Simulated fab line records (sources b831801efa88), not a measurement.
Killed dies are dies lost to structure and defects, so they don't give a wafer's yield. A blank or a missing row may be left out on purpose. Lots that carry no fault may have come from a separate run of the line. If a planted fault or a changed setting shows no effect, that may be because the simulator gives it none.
fab line records    flow sky130
[record] lots = 7  wafers = 21  last_day = 49
route steps=708 shown FIELD_ISO@13 PAD_OPEN@708
lots with no fault: from the same line, run without faults
start_h: start of the lot's first displayed wafer, in hours after the record's first day    wait_h: hours since the lot's step before    " identical to the entry in the row above    L1.1+2: a single row standing in for several wafers    - no value, or no start was given    * or withheld: withheld    < > ~ a bound
route shown NAME@n: NAME is a module with steps in the file, n the number in the route of the first one    usual: mean/standard deviation taken from wafers without a fault    same: alike in all rows    chamber/n: place in a boat    sites: per-site readings    _std_site: the values' standard deviation    _edge_site: mean of outer sites minus mean of inner sites    radius_mm: for every site, how far away it sits from the centre of the wafer    mask NAME#n: copy n    behind: the most recent tool/chamber to have shaped the wafer    hold: what put the lot on hold/how long, in hours/how the hold closed    device: which transistor (n, p or np) failed to switch    end of line: the tests these same wafers got at the end of their route    a step without rows: its recipe alone    killed: not the wafer's yield, but the dies lost to structure and defects at the first sort    map: dies across one wafer; x = killed, . = not, _ = none there
set.NAME: the run value of the setting; set.NAME@STEP: its run value at that earlier step    model.NAME: the simulator's own value behind a step, which no gauge read
lots seen at some steps along the route; tables by step, rows by wafer
services: when a tool's chamber went out of use (start_h, in hours from the record's first day, below 0 if earlier), for how many hours, and the reason
[[steps]]
[step SKY_FIELD_ISO_DEVELOP_12]
[recipe] develop_time_s = 60  resist = KrF-thick  dev_temp_c = 21
[step SKY_FIELD_ISO_CD_MEAS_13]
[recipe] target_cd_nm = 150
[usual] cd_nm = 150.6/1.4
lot.wafer  tool       chamber  start_h  wait_h  cd_nm
L302.1     cd_sem-02  -        55.24    -       149.9
L302.3     "          -        "        "       150.0
L302.4     "          -        "        "       149.4
L304.3     cd_sem-02  -        63.20    -       150.3
L304.4     "          -        "        "       151.0
L304.5     "          -        "        "       151.1
L305.2     cd_sem-02  -        69.06    -       149.1
L305.3     "          -        "        "       149.0
L305.5     "          -        "        "       148.5
L306.1     cd_sem-01  -        74.64    -       150.7
L306.3     "          -        "        "       149.7
L306.5     "          -        "        "       151.6
L307.4     cd_sem-01  -        80.51    -       151.4
L307.5     "          -        "        "       151.3
L307.6     "          -        "        "       151.4
L308.1     cd_sem-02  -        86.55    -       150.3
L308.5     "          -        "        "       149.1
L308.6     "          -        "        "       150.9
L316.2     cd_sem-02  -        128.57   -       151.1
L316.4     "          -        "        "       148.0
L316.5     "          -        "        "       148.1
[step SKY_FIELD_ISO_ETCH_14]
[recipe] chemistry = N2/H2  target = BARC  ion_energy_ev = 200  source_w = 500  bias_w = 100  pressure_mtorr = 30  n2_flow_sccm = 100  h2_flow_sccm = 200  stop_on = SiO2  time_s = 45.9  target_depth_a = 600
[usual] drypump_motor_current_A = 5.8/0.52  oes_product_au = 0.853/0.0046  throttle_valve_pct = 13.224/0.0092
lot.wafer  tool         chamber  start_h  wait_h  drypump_motor_current_A  oes_product_au  rf_hours_counter_h  throttle_valve_pct
L302.1     rie_diel-02  2        55.36    0.1     5.7                      0.857           37                  13.207
L302.3     "            0        "        "       4.8                      0.857           138                 13.228
L302.4     "            2        "        "       5.7                      0.862           -                   13.221
L304.3     rie_diel-02  1        63.28    0.1     6.3                      0.862           89                  13.232
L304.4     "            2        "        "       5.7                      0.853           -                   13.217
L304.5     "            1        "        "       6.4                      0.848           -                   13.223
L305.2     rie_diel-01  0        69.16    0.1     6.6                      0.856           0                   13.227
L305.3     "            1        "        "       6.3                      0.855           2                   13.242
L305.5     "            1        "        "       6.4                      0.853           -                   13.224
L306.1     rie_diel-02  2        74.76    0.1     5.7                      0.846           37                  13.234
L306.3     "            3        "        "       6.1                      0.849           1                   13.233
L306.5     "            1        "        "       6.3                      0.847           -                   13.221
L307.4     rie_diel-02  2        80.57    0.0     5.7                      0.848           37                  13.240
L307.5     "            1        "        "       6.4                      0.864           -                   13.218
L307.6     "            2        "        "       5.7                      0.856           -                   13.221
L308.1     rie_diel-04  2        86.67    0.1     5.6                      0.851           109                 13.214
L308.5     "            2        "        "       5.6                      0.857           -                   13.233
L308.6     "            1        "        "       5.6                      0.847           -                   13.218
L316.2     rie_diel-04  2        128.67   0.1     5.6                      0.854           110                 13.221
L316.4     "            3        "        "       4.9                      0.855           -                   13.223
L316.5     "            2        "        "       5.6                      0.856           -                   13.213
[step SKY_FIELD_ISO_ETCH_15]
[recipe] chemistry = CHF3/O2  target_depth_nm = 180  stop_on = Si  source_w = 600  bias_w = 200  pressure_mtorr = 40  chf3_flow_sccm = 50  O2_flow_sccm = 5  time_s = 72
[usual] drypump_motor_current_A = 5.7/0.52  oes_product_au = 0.944/0.0064  throttle_valve_pct = 8.844/0.0087
lot.wafer  tool         chamber  start_h  wait_h  drypump_motor_current_A  oes_product_au  rf_hours_counter_h  throttle_valve_pct
L302.1     rie_diel-02  2        55.40    0.0     5.7                      0.948           37                  8.836
L302.3     "            0        "        "       4.8                      0.963           138                 8.842
L302.4     "            2        "        "       5.7                      0.950           -                   8.848
L304.3     rie_diel-02  1        63.32    0.0     6.3                      0.936           89                  8.844
L304.4     "            2        "        "       5.7                      0.942           -                   8.853
L304.5     "            1        "        "       6.3                      0.933           -                   8.846
L305.2     rie_diel-01  0        69.20    0.0     6.6                      0.940           0                   8.844
L305.3     "            1        "        "       6.4                      0.946           2                   8.846
L305.5     "            1        "        "       6.4                      0.948           -                   8.850
L306.1     rie_diel-02  2        74.80    0.0     5.7                      0.944           37                  8.835
L306.3     "            3        "        "       6.1                      0.946           1                   8.845
L306.5     "            1        "        "       6.4                      0.943           -                   8.834
L307.4     rie_diel-02  2        80.61    0.0     5.7                      0.943           37                  8.849
L307.5     "            1        "        "       6.3                      0.946           -                   8.834
L307.6     "            2        "        "       5.7                      0.960           -                   8.819
L308.1     rie_diel-04  2        86.71    0.0     5.6                      0.935           109                 8.838
L308.5     "            2        "        "       5.6                      0.941           -                   8.828
L308.6     "            1        "        "       5.6                      0.940           -                   8.839
L316.2     rie_diel-04  2        128.71   0.0     5.6                      0.939           110                 8.854
L316.4     "            3        "        "       4.9                      0.939           -                   8.844
L316.5     "            2        "        "       5.7                      0.938           -                   8.851
[step SKY_FIELD_ISO_STRIP_16]
[recipe] chemistry = O2/N2  power_w = 1400  pressure_mtorr = 1500  platen_temp_c = withheld  o2_flow_sccm = 3000  n2_flow_sccm = 300  overash_fraction = 0.5
[usual] drypump_motor_current_A = 6.11/0.28  oes_product_au = 0.378/0.0047  strip_time_to_endpoint_s = 3.546/0.026
lot.wafer  tool             chamber  start_h  wait_h  drypump_motor_current_A  oes_product_au  rf_hours_counter_h  strip_time_to_endpoint_s
L302.1     plasma_asher-02  1        55.46    0.0     6.17                     0.381           21                  3.587
L302.3     "                1        "        "       6.19                     0.376           -                   3.570
L302.4     "                0        "        "       5.86                     0.376           -                   3.536
L304.3     plasma_asher-02  0        63.41    0.1     5.84                     0.372           -                   3.498
L304.4     "                1        "        "       6.15                     0.374           -                   3.578
L304.5     "                0        "        "       5.82                     0.379           -                   3.498
L305.2     plasma_asher-03  1        69.26    0.0     6.35                     0.374           39                  3.600
L305.3     "                1        "        "       6.38                     0.380           -                   3.557
L305.5     "                1        "        "       6.36                     0.378           -                   3.542
L306.1     plasma_asher-01  1        74.86    0.0     6.38                     0.378           40                  3.576
L306.3     "                1        "        "       6.40                     0.378           -                   3.556
L306.5     "                1        "        "       6.40                     0.380           -                   3.511
L307.4     plasma_asher-03  1        80.70    0.1     6.35                     0.368           -                   3.564
L307.5     "                0        "        "       5.62                     0.378           -                   3.511
L307.6     "                1        "        "       6.35                     0.375           -                   3.570
L308.1     plasma_asher-01  0        86.77    0.0     6.30                     0.379           42                  3.564
L308.5     "                1        "        "       6.38                     0.382           -                   3.574
L308.6     "                0        "        "       6.31                     0.376           -                   3.580
L316.2     plasma_asher-03  1        128.77   0.0     6.35                     0.379           46                  3.557
L316.4     "                0        "        "       5.66                     0.383           -                   3.570
L316.5     "                0        "        "       5.66                     0.375           -                   3.562
[step SKY_FIELD_ISO_ETCH_17]
[recipe] target_depth_a = 3420  mask_material = Si3N4  chemistry = HBr/Cl2/O2  target = Si  taper_deg = 5  icp_w = 600  bias_w = 150  pressure_mtorr = 15  HBr_flow_sccm = 150  Cl2_flow_sccm = 40  O2_flow_sccm = 6  time_s = 97.7
[usual] drypump_motor_current_A = 5.5/0.52  oes_product_au = 0.994/0.0078  throttle_valve_pct = 25.660/0.0097
lot.wafer  tool       chamber  start_h  wait_h  drypump_motor_current_A  oes_product_au  rf_hours_counter_h  throttle_valve_pct
L302.1     rie_si-02  1        55.56    0.1     5.1                      0.999           51                  25.657
L302.3     "          3        "        "       6.4                      0.979           57                  25.670
L302.4     "          2        "        "       5.6                      0.994           156                 25.666
L304.3     rie_si-02  3        63.48    0.0     6.4                      0.997           57                  25.653
L304.4     "          1        "        "       5.1                      0.997           -                   25.663
L304.5     "          0        "        "       5.5                      0.998           -                   25.653
L305.2     rie_si-01  3        69.36    0.1     5.0                      0.985           29                  25.656
L305.3     "          1        "        "       5.4                      1.000           111                 25.657
L305.5     "          1        "        "       5.3                      1.005           -                   25.655
L306.1     rie_si-01  1        74.96    0.1     5.4                      0.995           111                 25.655
L306.3     "          2        "        "       6.6                      1.008           95                  25.673
L306.5     "          0        "        "       5.1                      1.002           -                   25.659
L307.4     rie_si-02  2        80.77    0.0     5.6                      1.005           0                   25.661
L307.5     "          1        "        "       5.0                      0.985           -                   25.664
L307.6     "          2        "        "       5.6                      0.989           -                   25.659
L308.1     rie_si-02  1        86.87    0.1     5.1                      1.003           52                  25.648
L308.5     "          3        "        "       6.3                      0.996           -                   25.642
L308.6     "          0        "        "       5.5                      1.005           -                   25.653
L316.2     rie_si-02  1        128.87   0.1     5.0                      0.996           52                  25.646
L316.4     "          0        "        "       5.5                      0.988           -                   25.673
L316.5     "          2        "        "       5.6                      0.995           -                   25.662
[step SKY_FIELD_ISO_WET_ETCH_18]
[recipe] chemistry = H3PO4  target_depth_nm = 25  temp_c = 160  target = Si3N4  time_s = 286
[step SKY_FIELD_ISO_CLEAN_19]
[recipe] chemistry = SC1/SC2  mix = 1:4:20  temp_c = 70  time_s = 150
[step SKY_FIELD_ISO_CLEAN_20]
[recipe] chemistry = dHF  time_s = 20  dilution = 100:1
[step SKY_FIELD_ISO_WET_ETCH_21]
[recipe] chemistry = dHF  dilution = 100:1  target_depth_nm = 20  dry = ipa_marangoni  target = SiO2  temp_c = 25  time_s = 400
[step SKY_FIELD_ISO_OXIDATION_22]
[recipe] temp_c = 950  ambient = O2  stabilise_s = 600  purge_s = 300  target_thk_a = 100  ox_time_s = 623
[step SKY_FIELD_ISO_THK_MEAS_23]
[recipe] reads = SiO2_of_FIELD_ISO_OXIDATION_22
[usual] FIELD_ISO_OXIDATION_01_THK = 9.93/0.2
lot.wafer  tool           chamber  start_h  wait_h  FIELD_ISO_OXIDATION_01_THK[nm]
L302.1     film_metro-04  -        59.35    0.0     10.08
L302.3     "              -        "        "       10.14
L302.4     "              -        "        "       9.96
L304.3     film_metro-02  -        65.77    0.0     9.81
L304.4     "              -        "        "       9.84
L304.5     "              -        "        "       9.97
L305.2     film_metro-03  -        70.88    0.0     10.21
L305.3     "              -        "        "       10.14
L305.5     "              -        "        "       10.34
L306.1     film_metro-03  -        77.11    0.0     9.69
L306.3     "              -        "        "       9.81
L306.5     "              -        "        "       9.95
L307.4     film_metro-02  -        83.02    0.0     9.80
L307.5     "              -        "        "       9.60
L307.6     "              -        "        "       9.62
L308.1     film_metro-03  -        88.39    0.0     9.71
L308.5     "              -        "        "       9.59
L308.6     "              -        "        "       9.62
L316.2     film_metro-03  -        132.77   0.0     9.61
L316.4     "              -        "        "       9.67
L316.5     "              -        "        "       9.60
[step SKY_FIELD_ISO_CVD_24]
[recipe] material = SiO2  target_thk_nm = 595  temp_c = 650  sigma_open_frac = 0.3  time_s = 99.2  sih4_flow_sccm = 60  pressure_mtorr = 6
[usual] pressure_mtorr = 5.998/0.012  run_length_s = 126.8/0.75
lot.wafer  tool       chamber  start_h  wait_h  pressure_mtorr  run_length_s
L302.1     hdpcvd-01  1        59.41    0.1     6.012           126.0
L302.3     "          0        "        "       5.992           126.8
L302.4     "          0        "        "       5.992           126.6
L304.3     hdpcvd-02  1        65.81    0.0     5.985           126.6
L304.4     "          2        "        "       6.019           127.0
L304.5     "          0        "        "       5.991           126.1
L305.2     hdpcvd-01  2        70.93    0.0     -               -
L305.3     "          1        "        "       -               -
L305.5     "          1        "        "       -               -
L306.1     hdpcvd-01  2        77.17    0.1     -               -
L306.3     "          0        "        "       -               -
L306.5     "          0        "        "       -               -
L307.4     hdpcvd-02  0        83.08    0.1     -               -
L307.5     "          2        "        "       -               -
L307.6     "          1        "        "       -               -
L308.1     hdpcvd-01  0        88.45    0.1     5.983           126.2
L308.5     "          0        "        "       5.996           126.4
L308.6     "          2        "        "       6.000           128.0
L316.2     hdpcvd-01  1        132.82   0.0     5.983           126.0
L316.4     "          1        "        "       6.016           126.4
L316.5     "          0        "        "       6.011           126.3
[step SKY_PAD_OPEN_PROBE_99]
[usual] defect_limited_yield = 82.6/2  killed_at_M0_to_M3 = 43/7.3  killed_at_M4_up = 3.4/1.7  killed_at_contacts = 24/4.5  killed_at_front_end = 16/4.4  killed_at_other = 0.2/0.51  killed_dies = 86/9.7  killed_open = 46/6.6  killed_short = 39/7.1  sort_bin_3_pad_short = 0.9/0.45  sort_bin_5_function = 10.4/1.4  sort_bin_6_memory = 6.2/1.2  sort_n_pass = 406/9.7  sort_yield_pct = 82.6/2
[same] gross_dies = 492  killed_at_back_side = 0  sort_bin_4_leakage[%] = 0  sort_bin_8_speed[%] = 0
lot.wafer  tool       chamber  start_h  wait_h  defect_limited_yield[%]  killed_at_M0_to_M3  killed_at_M4_up  killed_at_contacts  killed_at_front_end  killed_at_other  killed_dies  killed_open  killed_short  sort_bin_3_pad_short[%]  sort_bin_5_function[%]  sort_bin_6_memory[%]  sort_n_pass  sort_yield_pct[%]
L302.1     prober-01  -        1101.54  0.1     81.1                     42                  2                36                  12                   1                93           51           41            0.6                      8.9                     9.3                   399          81.1
L302.3     prober-01  -        1101.64  0.2     82.3                     49                  3                18                  17                   0                87           52           35            1.4                      10.6                    5.7                   405          82.3
L302.4     prober-01  -        1101.69  0.2     81.7                     39                  6                27                  17                   1                90           43           47            1.6                      10.4                    6.3                   402          81.7
L304.3     prober-01  -        1106.83  0.2     86.2                     32                  3                25                  8                    0                68           33           35            0.4                      9.8                     3.7                   424          86.2
L304.4     prober-01  -        1106.88  0.2     81.5                     51                  3                26                  10                   1                91           51           40            1.4                      10.0                    7.1                   401          81.5
L304.5     prober-01  -        1106.93  0.2     82.9                     37                  3                30                  14                   0                84           44           40            1.2                      11.4                    4.5                   408          82.9
L308.1     prober-01  -        1139.17  0.1     82.1                     41                  2                26                  18                   1                88           53           35            0.2                      11.6                    6.1                   404          82.1
L308.5     prober-01  -        1139.37  0.2     84.6                     31                  2                23                  20                   0                76           44           32            0.4                      8.3                     6.7                   416          84.6
L308.6     prober-01  -        1139.42  0.2     81.5                     37                  3                23                  28                   0                91           48           43            1.0                      10.8                    6.7                   401          81.5
L316.2     prober-01  -        1186.44  0.1     83.3                     44                  4                20                  13                   1                82           45           37            0.4                      11.4                    4.9                   410          83.3
L316.4     prober-01  -        1186.54  0.2     84.1                     39                  5                19                  15                   0                78           40           38            0.8                      12.6                    2.4                   414          84.1
L316.5     prober-01  -        1186.59  0.2     84.3                     36                  6                21                  14                   0                77           37           40            0.6                      11.2                    3.9                   415          84.3
// killed by level:class
L302.1 CONTACT:geometric_particle:open=20 VIA1:geometric_particle:open=9 METAL1:geometric_particle:short=9 POLY_GATE:geometric_particle:open=7 LOCAL_INTERCONNECT:geometric_particle:short=6 CONTACT:geometric_particle:short=5 LI_CONTACT:geometric_particle:open=4 VIA1:geometric_particle:short=4
L302.3 CONTACT:geometric_particle:open=11 VIA1:geometric_particle:open=11 FIELD_ISO:geometric_particle:open=8 VIA1:geometric_particle:short=7 FIELD_ISO:geometric_particle:short=5 VIA2:geometric_particle:open=5 VIA3:geometric_particle:open=5 METAL1:geometric_particle:short=4
L302.4 CONTACT:geometric_particle:open=11 VIA2:geometric_particle:open=7 VIA1:geometric_particle:open=6 CONTACT:geometric_particle:short=6 METAL1:geometric_particle:short=6 METAL4:geometric_particle:short=6 VIA1:geometric_particle:short=5 FIELD_ISO:geometric_particle:short=4
L304.3 VIA1:geometric_particle:open=8 CONTACT:geometric_particle:short=7 VIA2:geometric_particle:open=7 LI_CONTACT:geometric_particle:open=6 LOCAL_INTERCONNECT:geometric_particle:short=4 VIA3:geometric_particle:open=4 POLY_GATE:geometric_particle:short=3 METAL4:geometric_particle:short=3
L304.4 VIA1:geometric_particle:open=13 CONTACT:geometric_particle:open=12 VIA2:geometric_particle:open=9 LOCAL_INTERCONNECT:geometric_particle:short=7 VIA1:geometric_particle:short=6 METAL1:geometric_particle:short=5 LI_CONTACT:geometric_particle:open=5 VIA2:geometric_particle:short=5
L304.5 VIA1:geometric_particle:open=12 CONTACT:geometric_particle:open=10 CONTACT:geometric_particle:short=8 VIA2:geometric_particle:open=7 LI_CONTACT:geometric_particle:open=6 METAL2:geometric_particle:short=6 LOCAL_INTERCONNECT:geometric_particle:short=5 FIELD_ISO:geometric_particle:open=4
L308.1 VIA2:geometric_particle:open=12 CONTACT:geometric_particle:open=9 VIA3:geometric_particle:open=9 VIA1:geometric_particle:open=8 LOCAL_INTERCONNECT:geometric_particle:short=7 METAL2:geometric_particle:short=6 POLY_GATE:geometric_particle:short=5 FIELD_ISO:geometric_particle:open=4
L308.5 VIA2:geometric_particle:open=10 CONTACT:geometric_particle:open=10 FIELD_ISO:geometric_particle:short=7 VIA1:geometric_particle:open=7 LOCAL_INTERCONNECT:geometric_particle:short=5 CONTACT:geometric_particle:short=5 FIELD_ISO:geometric_particle:open=4 POLY_GATE:geometric_particle:open=4
L308.6 VIA1:geometric_particle:open=12 FIELD_ISO:geometric_particle:open=8 CONTACT:geometric_particle:short=8 POLY_GATE:geometric_particle:open=7 POLY_GATE:geometric_particle:short=6 LI_CONTACT:geometric_particle:open=5 CONTACT:geometric_particle:open=5 METAL1:geometric_particle:short=4
L316.2 VIA1:geometric_particle:open=12 VIA3:geometric_particle:open=10 CONTACT:geometric_particle:short=6 VIA2:geometric_particle:open=5 LI_CONTACT:geometric_particle:open=5 LOCAL_INTERCONNECT:geometric_particle:short=4 FIELD_ISO:geometric_particle:short=4 FIELD_ISO:geometric_particle:open=3
L316.4 CONTACT:geometric_particle:open=9 VIA2:geometric_particle:open=9 FIELD_ISO:geometric_particle:short=7 METAL2:geometric_particle:short=6 VIA1:geometric_particle:open=6 VIA3:geometric_particle:open=5 METAL1:geometric_particle:short=5 METAL4:geometric_particle:short=4
L316.5 VIA1:geometric_particle:open=13 LOCAL_INTERCONNECT:geometric_particle:short=7 VIA3:geometric_particle:open=6 METAL4:geometric_particle:short=6 CONTACT:geometric_particle:open=5 CONTACT:geometric_particle:short=4 METAL1:geometric_particle:short=4 VIA1:geometric_particle:short=4
[[services]]
tool             chamber  start_h  hours  kind
rie_diel-04      1        34.59    4.5    repair
rie_diel-04      0        37.48    14.2   repair
rie_diel-02      1        41.23    5.7    repair
rie_diel-02      3        43.59    22.5   repair
rie_si-02        2        56.67    -      clean
rie_si-02        2        56.67    19.3   scheduled_down
rie_diel-04      -        63.15    1.1    repair
hdpcvd-01        -        63.87    6.0    pm
rie_diel-04      3        66.59    4.5    repair
hdpcvd-02        -        66.75    15.0   pm
rie_diel-01      2        69.40    2.4    repair
rie_diel-01      -        71.69    0.8    repair
rie_si-02        -        85.40    0.1    repair
hdpcvd-01        -        97.41    0.6    repair
rie_diel-04      1        99.47    13.9   repair
plasma_asher-01  -        105.80   2.4    repair
hdpcvd-01        2        105.93   5.9    repair
plasma_asher-01  -        108.75   9.0    pm
rie_si-02        3        113.49   19.1   repair
hdpcvd-01        -        114.14   5.5    pm
plasma_asher-02  -        116.00   1.9    repair
rie_si-02        2        120.61   7.4    repair
rie_diel-04      0        124.40   6.8    repair
plasma_asher-01  -        129.77   3.5    repair
[[key]]
[first_sign] step = SKY_FIELD_ISO_CVD_24  reading = tool_record  direction = missing
effect none on later readings
met_at SKY_FIELD_ISO_CVD_24
struck_wafers L305.2,L305.3,L305.5,L306.1,L306.3,L306.5,L307.4,L307.5,L307.6
scrapped_behind SKY_FIELD_ISO_THK_MEAS_25 L305.2,L305.3,L305.5,L306.1,L306.3,L306.5,L307.4,L307.5,L307.6
onset_between 65.81 70.93
[fault] kind = skipped_step_whole  tool = hdpcvd-01,hdpcvd-02  chamber = -  onset_h = 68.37  steps = SKY_FIELD_ISO_CVD_24  scope = struck_lots_only
